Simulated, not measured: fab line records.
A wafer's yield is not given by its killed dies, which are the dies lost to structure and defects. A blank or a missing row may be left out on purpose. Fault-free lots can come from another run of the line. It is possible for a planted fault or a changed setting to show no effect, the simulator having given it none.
fab line records ; flow sky130
record lots=6; wafers=18; last_day=50
route steps=708 shown CAPM@554 METAL3@555 PAD_OPEN@708
lots that met no fault: taken from a fault-free run of the same line
start_h: hours from the record's opening day to when the first of the lot's shown wafers began ; wait_h: how many hours have passed since the lot's step before this one ; " repeats the value in the row above ; L1.1+2: several wafers, shown together as one row ; - no value present, or no start provided ; * or withheld: withheld ; < > ~ a bound
route shown NAME@n: a module of which the file shows steps, and the number in the route of the first ; usual: mean/standard deviation taken from wafers without a fault ; same: alike in all rows ; chamber/n: place in a boat ; sites: per-site readings ; _std_site: how widely they spread, as a standard deviation ; _edge_site: inner sites' mean taken away from outer sites' mean ; radius_mm: how far each site lies from the wafer's centre ; mask NAME#n: copy n ; behind: the most recent tool/chamber to have shaped the wafer ; hold: reason for holding the lot/hours on hold/outcome of the hold ; device: the transistor (n, p or np) that didn't switch ; end of line: tests run on the same wafers once the route is complete ; a step given without rows: its recipe and nothing more ; killed: dies that structure and defects cost at the first sort, which is not the same as the wafer's yield ; map: a wafer's dies, marking killed ones x, the rest . and places with no die _
set.NAME: the setting as run; set.NAME@STEP: as run at that earlier step ; model.NAME: the simulator's own value behind a step, which no gauge read
lots at selected steps of the route; one table per step, one row per wafer
services: when a tool's chamber went out of use (start_h, in hours from the record's first day, below 0 if earlier), for how many hours, and the reason
## steps
# step SKY_CAPM_CLEAN_17
# recipe chemistry=O3/DIW; dry=n2_spin
# step SKY_METAL3_DEHYDRATE_05
# recipe temp_c=200; time_s=60
# step SKY_METAL3_HMDS_06
# recipe prime_time_s=60; prime_temp_c=120
# step SKY_METAL3_COAT_07
# recipe resist=BARC; temp_c=withheld; time_s=withheld; spin_rpm=3000; resist_thk_nm=60
# step SKY_METAL3_COAT_08
# recipe resist=KrF-thick; spin_rpm=3000; resist_thk_nm=1140
# step SKY_METAL3_SOFTBAKE_09
# recipe temp_c=100; time_s=90; resist=KrF-thick
# step SKY_METAL3_EXPOSE_10
# recipe mask_id=MM3; na=0.68; source_shape=annular; sigma_inner=0.4; sigma_outer=0.8; target_cd_nm=300; dose_mj=28
# step SKY_METAL3_PEB_11
# recipe peb_temp_c=withheld; peb_time_s=withheld; resist=KrF-thick
# step SKY_METAL3_DEVELOP_12
# recipe develop_time_s=60; resist=KrF-thick; dev_temp_c=21
# step SKY_METAL3_CD_MEAS_13
# recipe target_cd_nm=300
# usual cd_nm=300.1/1.3
lot.wafer;tool;chamber;start_h;wait_h;cd_nm
L777.1;cd_sem-01;-;925.32;-;302.5
L777.2;cd_sem-01;-;925.32;-;302.4
L777.4;cd_sem-01;-;925.32;-;302.2
L779.1;cd_sem-01;-;928.22;-;299.0
L779.5;cd_sem-01;-;928.22;-;298.6
L779.6;cd_sem-01;-;928.22;-;298.3
L782.1;cd_sem-02;-;957.53;-;297.3
L782.2;cd_sem-02;-;957.53;-;298.7
L782.5;cd_sem-02;-;957.53;-;298.2
L794.1;cd_sem-02;-;1030.99;-;300.2
L794.3;cd_sem-02;-;1030.99;-;300.5
L794.5;cd_sem-02;-;1030.99;-;301.0
L796.1;cd_sem-01;-;1043.42;-;300.5
L796.3;cd_sem-01;-;1043.42;-;300.1
L796.4;cd_sem-01;-;1043.42;-;300.6
L798.1;cd_sem-01;-;1070.79;-;301.5
L798.3;cd_sem-01;-;1070.79;-;300.7
L798.6;cd_sem-01;-;1070.79;-;300.6
# step SKY_METAL3_OVL_MEAS_14
# usual METAL3_OVL=2/4.7
lot.wafer;tool;chamber;start_h;wait_h;METAL3_OVL[nm]
L777.1;overlay-02;-;925.44;0.1;-5
L777.2;overlay-02;-;925.44;0.1;-4
L777.4;overlay-02;-;925.44;0.1;-3
L779.1;overlay-01;-;928.34;0.1;3
L779.5;overlay-01;-;928.34;0.1;4
L779.6;overlay-01;-;928.34;0.1;11
L782.1;overlay-01;-;957.65;0.1;2
L782.2;overlay-01;-;957.65;0.1;-2
L782.5;overlay-01;-;957.65;0.1;11
L794.1;overlay-02;-;1031.11;0.1;12
L794.3;overlay-02;-;1031.11;0.1;13
L794.5;overlay-02;-;1031.11;0.1;6
L796.1;overlay-02;-;1043.54;0.1;1
L796.3;overlay-02;-;1043.54;0.1;1
L796.4;overlay-02;-;1043.54;0.1;9
L798.1;overlay-02;-;1070.91;0.1;3
L798.3;overlay-02;-;1070.91;0.1;4
L798.6;overlay-02;-;1070.91;0.1;8
# step SKY_METAL3_DESCUM_15
# recipe chemistry=O2; source_power_w=150; bias_power_w=0; pressure_mtorr=10; temp_c=40; time_s=8
# usual drypump_motor_current_A=6.0/0.34; oes_product_au=0.998/0.0089
lot.wafer;tool;chamber;start_h;wait_h;drypump_motor_current_A;oes_product_au;rf_hours_counter_h
L777.1;rie_metal-03;1;925.48;0.0;5.9;1.000;8
L777.2;rie_metal-03;0;925.48;0.0;6.2;0.985;7
L777.4;rie_metal-03;1;925.48;0.0;5.9;0.995;-
L779.1;rie_metal-04;0;928.38;0.0;5.9;0.982;11
L779.5;rie_metal-04;1;928.38;0.0;5.5;1.010;-
L779.6;rie_metal-04;0;928.38;0.0;6.0;0.989;-
L782.1;rie_metal-01;1;957.68;0.0;6.4;0.997;12
L782.2;rie_metal-01;0;957.68;0.0;6.4;0.990;18
L782.5;rie_metal-01;1;957.68;0.0;6.4;0.996;-
L794.1;rie_metal-01;0;1031.15;0.0;6.4;1.017;23
L794.3;rie_metal-01;0;1031.15;0.0;6.4;1.014;-
L794.5;rie_metal-01;1;1031.15;0.0;6.4;1.011;-
L796.1;rie_metal-01;1;1043.58;0.0;6.4;1.008;17
L796.3;rie_metal-01;1;1043.58;0.0;6.4;1.006;-
L796.4;rie_metal-01;0;1043.58;0.0;6.4;1.013;-
L798.1;rie_metal-04;1;1070.95;0.0;5.4;1.009;18
L798.3;rie_metal-04;0;1070.95;0.0;5.9;0.987;-
L798.6;rie_metal-04;0;1070.95;0.0;5.9;0.996;-
# step SKY_METAL3_ETCH_16
# recipe chemistry=N2/H2; target=BARC; ion_energy_ev=200; bias_w=100; pressure_mtorr=30; n2_flow_sccm=100; h2_flow_sccm=200; icp_w=500; stop_on=SiO2; time_s=88.2; target_depth_a=600
# usual drypump_motor_current_A=6.0/0.34; oes_product_au=0.626/0.0046; throttle_valve_pct=13.203/0.0097
lot.wafer;tool;chamber;start_h;wait_h;drypump_motor_current_A;oes_product_au;rf_hours_counter_h;throttle_valve_pct;model.SiO2_of_CAPM_CVD_00.thk_nm
L777.1;rie_metal-03;1;925.51;0.0;5.9;0.627;8;13.201;15.39
L777.2;rie_metal-03;0;925.51;0.0;6.1;0.632;7;13.200;15.41
L777.4;rie_metal-03;1;925.51;0.0;5.9;0.624;-;13.226;15.83
L779.1;rie_metal-04;0;928.41;0.0;6.0;0.627;11;13.191;15.57
L779.5;rie_metal-04;1;928.41;0.0;5.5;0.620;-;13.204;15.77
L779.6;rie_metal-04;0;928.41;0.0;6.0;0.624;-;13.209;16.09
L782.1;rie_metal-01;1;957.71;0.0;6.4;0.628;12;13.198;15.45
L782.2;rie_metal-01;0;957.71;0.0;6.4;0.626;19;13.213;15.35
L782.5;rie_metal-01;1;957.71;0.0;6.4;0.625;-;13.211;15.66
L794.1;rie_metal-01;0;1031.18;0.0;6.4;0.615;23;13.203;14.93
L794.3;rie_metal-01;0;1031.18;0.0;6.4;0.628;-;13.196;14.92
L794.5;rie_metal-01;1;1031.18;0.0;6.4;0.627;-;13.199;15.49
L796.1;rie_metal-01;1;1043.61;0.0;6.5;0.628;17;13.200;15.19
L796.3;rie_metal-01;1;1043.61;0.0;6.4;0.624;-;13.198;15.21
L796.4;rie_metal-01;0;1043.61;0.0;6.4;0.623;-;13.196;15.26
L798.1;rie_metal-04;1;1070.98;0.0;5.5;0.626;18;13.220;15.4
L798.3;rie_metal-04;0;1070.98;0.0;6.0;0.626;-;13.195;15.21
L798.6;rie_metal-04;0;1070.98;0.0;5.9;0.625;-;13.204;15.76
# step SKY_METAL3_ETCH_17
# recipe target=SiO2; stop_on=TiN; chemistry=C4F8/O2/Ar; source_w=1500; bias_w=1200; pressure_mtorr=40; c4f8_flow_sccm=withheld; O2_flow_sccm=6; Ar_flow_sccm=300; time_s=3.9; target_depth_a=150
# usual oes_product_au=0.754/0.0069
lot.wafer;tool;chamber;start_h;wait_h;oes_product_au;rf_hours_counter_h;model.etch.depth_nm
L777.1;rie_diel-02;2;925.61;0.1;0.750;6;15.39
L777.2;rie_diel-02;0;925.61;0.1;0.748;18;15.41
L777.4;rie_diel-02;1;925.61;0.1;0.758;15;15.83
L779.1;rie_diel-02;2;928.51;0.1;0.754;6;15.57
L779.5;rie_diel-02;3;928.51;0.1;0.763;-;15.77
L779.6;rie_diel-02;2;928.51;0.1;0.769;-;16.09
L782.1;rie_diel-04;0;957.81;0.1;0.766;13;15.45
L782.2;rie_diel-04;3;957.81;0.1;0.748;8;15.35
L782.5;rie_diel-04;0;957.81;0.1;0.753;-;15.66
L794.1;rie_diel-01;3;1031.28;0.1;0.732;11;14.93
L794.3;rie_diel-01;1;1031.28;0.1;0.739;9;14.92
L794.5;rie_diel-01;0;1031.28;0.1;0.757;-;15.49
L796.1;rie_diel-01;3;1043.71;0.1;0.748;12;15.19
L796.3;rie_diel-01;2;1043.71;0.1;0.755;14;15.21
L796.4;rie_diel-01;0;1043.71;0.1;0.747;12;15.26
L798.1;rie_diel-02;0;1071.08;0.1;0.751;23;15.4
L798.3;rie_diel-02;3;1071.08;0.1;0.738;24;15.21
L798.6;rie_diel-02;0;1071.08;0.1;0.761;-;15.76
# step SKY_METAL3_METAL_ETCH_18
# recipe target_depth_a=8450; stop_on=SiO2; over_etch_frac=0.3; time_s=183.1; chemistry=Cl2/BCl3; resist_sidewall_deg=88; pressure_mtorr=10; icp_w=900; bias_w=48.5; Cl2_flow_sccm=60; bcl3_flow_sccm=30
# usual drypump_motor_current_A=6.1/0.31; oes_product_au=0.864/0.0064; throttle_valve_pct=22.265/0.0084
lot.wafer;tool;chamber;start_h;wait_h;drypump_motor_current_A;oes_product_au;rf_hours_counter_h;throttle_valve_pct
L777.1;rie_metal-01;1;925.63;0.0;6.4;0.872;10;22.268
L777.2;rie_metal-01;0;925.63;0.0;6.4;0.864;17;22.259
L777.4;rie_metal-01;1;925.63;0.0;6.4;0.862;-;22.274
L779.1;rie_metal-03;1;928.53;0.0;5.9;0.848;9;22.256
L779.5;rie_metal-03;0;928.53;0.0;6.2;0.869;-;22.254
L779.6;rie_metal-03;1;928.53;0.0;5.9;0.848;-;22.257
L782.1;rie_metal-04;1;957.83;0.0;5.5;0.862;12;22.260
L782.2;rie_metal-04;0;957.83;0.0;5.9;0.857;13;22.271
L782.5;rie_metal-04;1;957.83;0.0;5.4;0.867;-;22.261
L794.1;rie_metal-03;1;1031.30;0.0;5.9;0.868;14;22.278
L794.3;rie_metal-03;0;1031.30;0.0;6.2;0.864;-;22.269
L794.5;rie_metal-03;1;1031.30;0.0;5.9;0.863;-;22.260
L796.1;rie_metal-03;1;1043.73;0.0;5.9;0.867;15;22.281
L796.3;rie_metal-03;1;1043.73;0.0;5.9;0.868;-;22.267
L796.4;rie_metal-03;0;1043.73;0.0;6.2;0.859;-;22.264
L798.1;rie_metal-03;1;1071.10;0.0;5.9;0.865;17;22.262
L798.3;rie_metal-03;1;1071.10;0.0;5.9;0.856;-;22.271
L798.6;rie_metal-03;1;1071.10;0.0;5.9;0.852;-;22.261
# step SKY_PAD_OPEN_PROBE_99
# usual defect_limited_yield=82.6/2.1; killed_at_M0_to_M3=44/7.5; killed_at_M4_up=3.1/1.7; killed_at_contacts=24/6.2; killed_at_front_end=15/4.2; killed_at_other=0.4/0.58; killed_dies=85/10; killed_open=47/7.7; killed_short=38/6.4; sort_bin_3_pad_short=0.8/0.41; sort_bin_5_function=10.3/1.7; sort_bin_6_memory=6.2/1.1; sort_n_pass=407/10; sort_yield_pct=82.6/2.1
# same gross_dies=492; killed_at_back_side=0; sort_bin_4_leakage[%]=0; sort_bin_8_speed[%]=0
lot.wafer;tool;chamber;start_h;wait_h;defect_limited_yield[%];killed_at_M0_to_M3;killed_at_M4_up;killed_at_contacts;killed_at_front_end;killed_at_other;killed_dies;killed_open;killed_short;sort_bin_3_pad_short[%];sort_bin_5_function[%];sort_bin_6_memory[%];sort_n_pass;sort_yield_pct[%]
L779.1;prober-01;-;1095.54;0.1;81.1;61;2;16;13;1;93;38;55;1.0;11.4;6.5;399;81.1
L779.5;prober-01;-;1095.74;0.2;81.7;54;4;16;16;0;90;56;34;0.4;11.4;6.5;402;81.7
L779.6;prober-01;-;1095.79;0.2;77.8;50;8;30;21;0;109;64;45;1.0;12.8;8.3;383;77.8
# killed by level:class
L779.1 VIA1:geometric_particle:open=14 METAL1:geometric_particle:short=10 METAL2:geometric_particle:short=8 VIA1:geometric_particle:short=8 VIA3:geometric_particle:short=7 POLY_GATE:geometric_particle:short=6 LI_CONTACT:geometric_particle:short=5 VIA2:geometric_particle:open=5
L779.5 VIA1:geometric_particle:open=17 VIA1:geometric_particle:short=9 CONTACT:geometric_particle:open=8 VIA2:geometric_particle:open=8 POLY_GATE:geometric_particle:short=5 POLY_GATE:geometric_particle:open=5 METAL1:geometric_particle:short=4 METAL2:geometric_particle:short=4
L779.6 VIA1:geometric_particle:open=16 CONTACT:geometric_particle:open=9 LI_CONTACT:geometric_particle:open=8 VIA3:geometric_particle:open=8 CONTACT:geometric_particle:short=7 METAL2:geometric_particle:short=6 POLY_GATE:geometric_particle:short=6 VIA2:geometric_particle:open=6
## services
tool;chamber;start_h;hours;kind
rie_metal-01;-;902.07;1.4;pm
rie_metal-03;1;909.49;4.4;repair
rie_diel-02;0;925.98;8.3;repair
rie_metal-04;-;966.03;0.4;repair
rie_diel-04;3;982.54;6.4;repair
rie_diel-04;0;998.54;7.8;repair
rie_diel-01;1;1011.78;5.8;repair
rie_diel-04;2;1040.70;7.4;repair
rie_diel-02;2;1045.75;3.9;repair
rie_diel-02;-;1048.18;1.1;repair
rie_metal-01;0;1070.29;-;clean
rie_metal-01;0;1070.29;19.3;scheduled_down
rie_metal-01;0;1070.29;19.3;vent_cycle
## key
first_sign none at tools or gauges
model_effect step=SKY_METAL3_ETCH_16; value=SiO2_of_CAPM_CVD_00.thk_nm; without=15.36; struck=15.04
model_effect step=SKY_METAL3_ETCH_17; value=etch.depth_nm; without=15.36; struck=15.04
met_at SKY_METAL3_ETCH_16
struck_wafers L794.1,L794.3,L796.4
onset_between 957.71 1031.18
fault kind=process_parameter_drift; tool=rie_metal-01; chamber=0; onset_h=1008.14; steps=SKY_METAL3_ETCH_16; channel=ion_energy_ev; offset=32; shape=step; end_h=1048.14; acts_in=these_recipes_only; stated=200
